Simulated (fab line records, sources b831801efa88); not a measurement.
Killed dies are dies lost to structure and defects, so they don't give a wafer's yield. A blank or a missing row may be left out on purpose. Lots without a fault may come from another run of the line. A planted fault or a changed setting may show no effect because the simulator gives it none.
Chamber matching | flow gf180mcu | GF_V1_CMP_04 on cmp-01: 4 sister chambers
The step polishes SiO2. 4 wafers are shown with their chamber, then 8 later ones without.

WAFERS WITH THEIR CHAMBER
wafer  | chamber | motor_current_A (A)
L967.2 | 1       | 11.5
L967.3 | 0       | 12.4
L977.6 | 3       | 12.8
L979.2 | 2       | 14.2

WAFERS WITHOUT THEIR CHAMBER
wafer  | motor_current_A (A)
L979.5 | 13.6
L979.6 | 11.7
L981.1 | 14.1
L981.3 | 11.1
L981.6 | 13.9
L983.3 | 12.0
L983.4 | 12.8
L983.5 | 14.1

WHICH CHAMBER EACH WENT THROUGH
wafer  | from the rows above          | in truth
L979.5 | can't be placed: 2 or 3 or 0 | 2
L979.6 | can't be placed: 1 or 0      | 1
L981.1 | 2                            | 2
L981.3 | 1                            | 1
L981.6 | 2                            | 2
L983.3 | can't be placed: 0 or 1 or 3 | 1
L983.4 | can't be placed: 3 or 0      | 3
L983.5 | 2                            | 2
Placed correctly: 4 of 8. Can't be placed from these rows: 4 (the true chamber is among the candidates in 4). Placed wrongly: 0.
How it was worked out, from the rows above alone: a wafer's distance from a chamber is the root of the sum, over the readings, of the square of ((its reading less the chamber's mean) divided by the reading's scatter). The wafer belongs to the nearest chamber; if the next one is less than 2 further off, it can't be placed. A chamber's mean is the mean of its shown wafers. The scatter: with one shown wafer a chamber, the root of the mean of the squares of how far each hidden wafer lies from its nearest shown one.
